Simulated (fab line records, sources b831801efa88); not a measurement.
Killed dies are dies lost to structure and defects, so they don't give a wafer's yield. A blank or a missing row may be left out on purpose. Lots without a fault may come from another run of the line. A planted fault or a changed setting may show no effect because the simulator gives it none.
Which tool did it? | flow sky130 | 13 lots, 39 wafers sampled, at 3 steps of a route of 708

WHAT THE GAUGES READ, wafer by wafer
SKY_VIA2_BOW_MEAS_03. Usual: VIA2_BOW 86 um, standard deviation 6.5.
lot  | measured     | on            | VIA2_BOW (um) | flag
L659 | day 34 23:23 | film_metro-01 | 91 93 93      |
L660 | day 35 12:38 | film_metro-02 | 82 89 93      |
L661 | day 35 19:30 | film_metro-02 | 87 83 83      |
L662 | day 36 01:29 | film_metro-01 | 92 104 85     |
L663 | day 36 18:12 | film_metro-03 | 92 85 98      |
L664 | day 36 23:23 | film_metro-01 | 91 80 79      |
L665 | day 37 02:26 | film_metro-03 | 89 92 81      |
L668 | day 37 22:29 | film_metro-02 | 75 83 79      |
L675 | day 40 03:16 | film_metro-03 | 93 95 91      |
L677 | day 41 01:53 | film_metro-03 | 87 80 88      |
L679 | day 41 06:52 | film_metro-03 | 89 83 91      |
L681 | day 41 13:27 | film_metro-03 | 90 91 88      |
L682 | day 41 17:37 | film_metro-02 | 95 69 86      |

WHICH TOOL RAN EACH LOT (tool, then ch and the chambers of the sampled wafers, then the start)
lot  | SKY_VT_ADJUST_HVTP_DEVELOP_06     | SKY_METAL2_DESCUM_17
L659 | litho_track-03 ch 0, day 6 01:06  | rie_metal-04 ch 0, day 34 21:55
L660 | litho_track-02 ch 0, day 6 08:42  | rie_metal-04 ch 0,1, day 35 11:21
L661 | litho_track-04 ch 0, day 6 17:38  | rie_metal-02 ch 0,1, day 35 18:13
L662 | litho_track-03 ch 0, day 6 19:33  | rie_metal-01 ch 1, day 36 00:13
L663 | litho_track-03 ch 0, day 7 03:57  | rie_metal-04 ch 0,1, day 36 16:52
L664 | litho_track-04 ch 0, day 7 13:05  | rie_metal-01 ch 0,1, day 36 22:02
L665 | litho_track-04 ch 0, day 7 17:34  | rie_metal-01 ch 0, day 37 01:08
L668 | litho_track-02 ch 0, day 8 11:20  | rie_metal-02 ch 0,1, day 37 21:11
L675 | litho_track-04 ch 0, day 10 05:53 | rie_metal-01 ch 1, day 40 01:47
L677 | litho_track-04 ch 0, day 10 23:13 | rie_metal-04 ch 0,1, day 41 00:37
L679 | litho_track-03 ch 0, day 11 11:18 | rie_metal-02 ch 0, day 41 05:36
L681 | litho_track-02 ch 0, day 11 20:02 | rie_metal-01 ch 0,1, day 41 11:46
L682 | litho_track-03 ch 0, day 12 00:47 | rie_metal-01 ch 0,1, day 41 16:20
- SKY_VT_ADJUST_HVTP_DEVELOP_06: develop time 60 s.
- SKY_METAL2_DESCUM_17: chemistry O2, time 8 s.

WHAT THE TOOLS THEMSELVES READ (means of the sampled wafers that have a number; where no wafer has one, the mark that the record gives instead)
SKY_VT_ADJUST_HVTP_DEVELOP_06. Usual: developer_temp_C 23.02 C, standard deviation 0.093; resist_line_temp_C 23.00 C, standard deviation 0.11.
lot  | tool           | developer_temp_C (C) | resist_line_temp_C (C) | flag
L659 | litho_track-03 | 23.03                | 23.16                  |
L660 | litho_track-02 | 23.12                | 23.08                  |
L661 | litho_track-04 | 22.92                | 23.03                  |
L662 | litho_track-03 | 23.07                | 23.00                  |
L663 | litho_track-03 | 22.95                | 23.07                  |
L664 | litho_track-04 | 22.88                | 22.94                  |
L665 | litho_track-04 | 22.95                | 23.03                  |
L668 | litho_track-02 | 22.96                | 22.85                  |
L675 | litho_track-04 | 25.16                | 23.07                  | OFF
L677 | litho_track-04 | 25.41                | 22.91                  | OFF
L679 | litho_track-03 | 23.00                | 23.00                  |
L681 | litho_track-02 | 23.10                | 22.97                  |
L682 | litho_track-03 | 23.03                | 23.00                  |

SKY_METAL2_DESCUM_17. Usual: drypump_motor_current_A 6.2 A, standard deviation 0.36; he_backside_leak_sccm 3.4 sccm, standard deviation 0.34; oes_product_au 0.999 a.u., standard deviation 0.0078.
lot  | tool         | drypump_motor_current_A (A) | he_backside_leak_sccm (sccm) | oes_product_au (a.u.) | flag
L659 | rie_metal-04 | 6.3                         | 4.0                          | 1.007                 |
L660 | rie_metal-04 | 6.1                         | 3.3                          | 0.997                 |
L661 | rie_metal-02 | 5.8                         | 3.2                          | 1.006                 |
L662 | rie_metal-01 | 6.6                         | 3.5                          | 0.994                 |
L663 | rie_metal-04 | 5.9                         | 3.4                          | 1.001                 |
L664 | rie_metal-01 | 6.3                         | 3.3                          | 0.997                 |
L665 | rie_metal-01 | 6.1                         | 3.2                          | 0.993                 |
L668 | rie_metal-02 | 5.8                         | 3.2                          | 1.007                 |
L675 | rie_metal-01 | 6.6                         | 3.3                          | 0.995                 |
L677 | rie_metal-04 | 5.9                         | 3.4                          | 1.008                 |
L679 | rie_metal-02 | 5.5                         | 3.3                          | 1.009                 |
L681 | rie_metal-01 | 6.4                         | 3.3                          | 0.989                 |
L682 | rie_metal-01 | 6.4                         | 3.4                          | 0.996                 |

THE ANSWER, worked out from the rows above alone
Rule: a lot is off if the mean of its wafers that have a number lies more than 3 standard deviations from the usual mean. A lot without any number at a reading at which 4 lots or more have one is off too. The other lots that the step has rows for count as sound. The gauges are gone through in route order, then the tools' own readings, and for those a lot's mean is taken as printed above. The first step at which some lot is off is used, and at that step the reading that is off furthest; a lot without a number counts as furthest.
Off: L675, L677, at SKY_VT_ADJUST_HVTP_DEVELOP_06 (developer_temp_C).
A tool fits if, at that step or a process step before it, it ran every lot that is off, and no sound lot after the first of them. One fits: litho_track-04 at SKY_VT_ADJUST_HVTP_DEVELOP_06. Its last sound lot is L665 (day 7 17:34), its first lot that is off L675 (day 10 05:53): a fault that began between those two fits.
The tool's own readings at SKY_VT_ADJUST_HVTP_DEVELOP_06 bear it out: on the lots that are off they differ by more than 5 times the standard deviation of the sound lots' means. developer_temp_C reads 25.29 C there against 23.00 C on the sound lots.

WHAT THE SIMULATOR HAD PUT IN
Process parameter drift: litho_track-04, from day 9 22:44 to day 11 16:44, at SKY_VT_ADJUST_HVTP_DEVELOP_06. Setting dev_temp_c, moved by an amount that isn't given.
Lots struck among those shown: L675, L677. The rule above found the same.
